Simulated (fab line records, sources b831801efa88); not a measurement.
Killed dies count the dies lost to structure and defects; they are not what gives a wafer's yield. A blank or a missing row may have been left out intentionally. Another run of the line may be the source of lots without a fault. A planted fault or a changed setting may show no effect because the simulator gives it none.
Which tool is to blame? / flow gf180mcu / Sampling: 11 lots, 33 wafers, 4 of 602 route steps

WHAT THE GAUGES SHOWED, per wafer
GF_VT_IMPLANT_RS_MEAS_48: measurement is done with a four-point probe.
lot=L341; measured=day 7 20:56; on=film-metro-04; LVPWELL_RS (ohm/sq)=1198 1196 1198
lot=L342; measured=day 8 08:15; on=film-metro-01; LVPWELL_RS (ohm/sq)=1193 1194 1194
lot=L344; measured=day 8 15:38; on=film-metro-04; LVPWELL_RS (ohm/sq)=1194 1192 1196
lot=L347; measured=day 9 10:31; on=film-metro-04; LVPWELL_RS (ohm/sq)=1201 1202 1204
lot=L348; measured=day 9 21:44; on=film-metro-01; LVPWELL_RS (ohm/sq)=1191 1194 1192
lot=L350; measured=day 10 09:50; on=film-metro-04; LVPWELL_RS (ohm/sq)=1196 1195 1196
lot=L356; measured=day 12 01:34; on=film-metro-01; LVPWELL_RS (ohm/sq)=1199 1198 1203
lot=L357; measured=day 12 09:54; on=film-metro-01; LVPWELL_RS (ohm/sq)=1194 1196 1197
lot=L360; measured=day 13 06:02; on=film-metro-02; LVPWELL_RS (ohm/sq)=1219 1221 1222 1217 1222 1223
lot=L361; measured=day 13 13:05; on=film-metro-02; LVPWELL_RS (ohm/sq)=1200 1195 1197
lot=L363; measured=day 14 01:27; on=film-metro-01; LVPWELL_RS (ohm/sq)=1225 1218 1224 1227 1219 1225

GF_VT_IMPLANT_RS_MEAS_49: measurement is done with a four-point probe.
lot=L341; measured=day 7 21:03; on=film-metro-04; MVPSD_RS (ohm/sq)=1178 1182 1181
lot=L342; measured=day 8 08:22; on=film-metro-01; MVPSD_RS (ohm/sq)=1187 1182 1185
lot=L344; measured=day 8 15:46; on=film-metro-04; MVPSD_RS (ohm/sq)=1177 1178 1176
lot=L347; measured=day 9 10:38; on=film-metro-04; MVPSD_RS (ohm/sq)=1173 1176 1173
lot=L348; measured=day 9 21:51; on=film-metro-01; MVPSD_RS (ohm/sq)=1177 1177 1175
lot=L350; measured=day 10 09:58; on=film-metro-04; MVPSD_RS (ohm/sq)=1173 1173 1178
lot=L356; measured=day 12 01:41; on=film-metro-01; MVPSD_RS (ohm/sq)=1179 1177 1176
lot=L357; measured=day 12 10:01; on=film-metro-01; MVPSD_RS (ohm/sq)=1176 1174 1173
lot=L360; measured=day 13 09:47; on=film-metro-02; MVPSD_RS (ohm/sq)=1178 1176 1178
lot=L361; measured=day 13 13:12; on=film-metro-02; MVPSD_RS (ohm/sq)=1179 1177 1176
lot=L363; measured=day 14 11:19; on=film-metro-01; MVPSD_RS (ohm/sq)=1176 1182 1178

WHAT TOOL EACH LOT RAN ON (gives the tool, then ch and the chambers of the sampled wafers, and finally the start)
lot=L341; GF_NWELL_STRIP_10=plasma-asher-03 ch 0,1, day 3 12:37; GF_LVPWELL_IMPLANT_09=implanter-02 ch 0, day 4 02:11
lot=L342; GF_NWELL_STRIP_10=plasma-asher-04 ch 0,1, day 3 23:29; GF_LVPWELL_IMPLANT_09=implanter-01 ch 0, day 4 13:11
lot=L344; GF_NWELL_STRIP_10=plasma-asher-01 ch 0,1, day 4 06:05; GF_LVPWELL_IMPLANT_09=implanter-02 ch 0, day 4 19:23
lot=L347; GF_NWELL_STRIP_10=plasma-asher-03 ch 0,1, day 4 20:16; GF_LVPWELL_IMPLANT_09=implanter-02 ch 0, day 5 10:29
lot=L348; GF_NWELL_STRIP_10=plasma-asher-01 ch 0,1, day 5 05:39; GF_LVPWELL_IMPLANT_09=implanter-01 ch 0, day 5 19:34
lot=L350; GF_NWELL_STRIP_10=plasma-asher-04 ch 0,1, day 5 13:50; GF_LVPWELL_IMPLANT_09=implanter-02 ch 0, day 6 04:53
lot=L356; GF_NWELL_STRIP_10=plasma-asher-04 ch 0,1, day 6 23:29; GF_LVPWELL_IMPLANT_09=implanter-02 ch 0, day 7 15:28
lot=L357; GF_NWELL_STRIP_10=plasma-asher-04 ch 0,1, day 7 06:03; GF_LVPWELL_IMPLANT_09=implanter-03 ch 0, day 7 22:13
lot=L360; GF_NWELL_STRIP_10=plasma-asher-04 ch 0,1, day 7 20:52; GF_LVPWELL_IMPLANT_09=implanter-02 ch 0, day 8 13:16
lot=L361; GF_NWELL_STRIP_10=plasma-asher-03 ch 0,1, day 8 03:33; GF_LVPWELL_IMPLANT_09=implanter-03 ch 0, day 8 20:35
lot=L363; GF_NWELL_STRIP_10=plasma-asher-03 ch 0,1, day 8 13:17; GF_LVPWELL_IMPLANT_09=implanter-02 ch 0, day 9 06:41
- GF_NWELL_STRIP_10: strips in O2/N2.
- GF_LVPWELL_IMPLANT_09

WHAT THE TOOLS THEMSELVES READ (means of the sampled wafers that have a number; where no wafer has one, the mark that the record gives instead)
GF_NWELL_STRIP_10.
lot=L341; tool=plasma-asher-03; drypump-motor-current-A (A)=5.0; heater-power-w (W)=388; oes-product-au (a.u.)=0.719; strip-time-to-endpoint-s (s)=37.03
lot=L342; tool=plasma-asher-04; drypump-motor-current-A (A)=5.5; heater-power-w (W)=333; oes-product-au (a.u.)=0.726; strip-time-to-endpoint-s (s)=36.88
lot=L344; tool=plasma-asher-01; drypump-motor-current-A (A)=5.9; heater-power-w (W)=362; oes-product-au (a.u.)=0.724; strip-time-to-endpoint-s (s)=37.24
lot=L347; tool=plasma-asher-03; drypump-motor-current-A (A)=5.0; heater-power-w (W)=392; oes-product-au (a.u.)=0.725; strip-time-to-endpoint-s (s)=37.10
lot=L348; tool=plasma-asher-01; drypump-motor-current-A (A)=6.2; heater-power-w (W)=365; oes-product-au (a.u.)=0.722; strip-time-to-endpoint-s (s)=36.99
lot=L350; tool=plasma-asher-04; drypump-motor-current-A (A)=5.6; heater-power-w (W)=331; oes-product-au (a.u.)=0.724; strip-time-to-endpoint-s (s)=36.84
lot=L356; tool=plasma-asher-04; drypump-motor-current-A (A)=5.5; heater-power-w (W)=324; oes-product-au (a.u.)=0.717; strip-time-to-endpoint-s (s)=36.98
lot=L357; tool=plasma-asher-04; drypump-motor-current-A (A)=5.7; heater-power-w (W)=326; oes-product-au (a.u.)=0.725; strip-time-to-endpoint-s (s)=36.92
lot=L360; tool=plasma-asher-04; drypump-motor-current-A (A)=5.7; heater-power-w (W)=334; oes-product-au (a.u.)=0.725; strip-time-to-endpoint-s (s)=36.99
lot=L361; tool=plasma-asher-03; drypump-motor-current-A (A)=5.0; heater-power-w (W)=394; oes-product-au (a.u.)=0.725; strip-time-to-endpoint-s (s)=36.83
lot=L363; tool=plasma-asher-03; drypump-motor-current-A (A)=5.0; heater-power-w (W)=394; oes-product-au (a.u.)=0.721; strip-time-to-endpoint-s (s)=37.04

GF_LVPWELL_IMPLANT_09.
lot=L341; tool=implanter-02; end-station-pressure-torr (Torr)=5.08e-06
lot=L342; tool=implanter-01; end-station-pressure-torr (Torr)=4.91e-06
lot=L344; tool=implanter-02; end-station-pressure-torr (Torr)=5.02e-06
lot=L347; tool=implanter-02; end-station-pressure-torr (Torr)=5.03e-06
lot=L348; tool=implanter-01; end-station-pressure-torr (Torr)=5.37e-06
lot=L350; tool=implanter-02; end-station-pressure-torr (Torr)=5.08e-06
lot=L356; tool=implanter-02; end-station-pressure-torr (Torr)=4.56e-06
lot=L357; tool=implanter-03; end-station-pressure-torr (Torr)=5.05e-06
lot=L360; tool=implanter-02; end-station-pressure-torr (Torr)=5.08e-06
lot=L361; tool=implanter-03; end-station-pressure-torr (Torr)=5.10e-06
lot=L363; tool=implanter-02; end-station-pressure-torr (Torr)=5.22e-06

THE ANSWER, worked out from the rows above alone
Rule: what is usual is taken from the lots themselves. Put in order of their means at a reading, lots are off if they are a third of the lots or fewer, leave a main group of 4 or more, and stand apart from it by a gap of 3 or more times the standard deviation of the main group's means; of several such gaps the widest counts. A main group is skipped when, at the precision printed for the reading in the tables above, its means are all equal. A lot without any number at a reading at which 4 lots or more have one is off too. Any other lot the step has rows for is counted as sound. Order of review: gauges by route order, followed by the tools' own readings, for which a lot's mean as printed above is used. The first step at which some lot is off is used, and at that step the reading that is off furthest; a lot without a number counts as furthest.
Off: L360, L363, seen at GF_VT_IMPLANT_RS_MEAS_48 (LVPWELL_RS). Main group: mean 1196 ohm/sq, sd 3.
A tool fits if, at a process step before that reading, it ran every lot that is off, and no sound lot after the first of them. Those tools and the gauges at GF_VT_IMPLANT_RS_MEAS_48 are tried in the same way. One fits: GF_LVPWELL_IMPLANT_09 on implanter-02. Its last sound lot is L356 (day 7 15:28), its first lot that is off L360 (day 8 13:16): a fault that began between those two fits.

WHAT THE SIMULATOR PUT IN
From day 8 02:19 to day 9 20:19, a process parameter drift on implanter-02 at GF_LVPWELL_IMPLANT_09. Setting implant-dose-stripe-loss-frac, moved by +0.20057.
Shown lots that were struck: L360, L363. This agrees with what the rule above found.
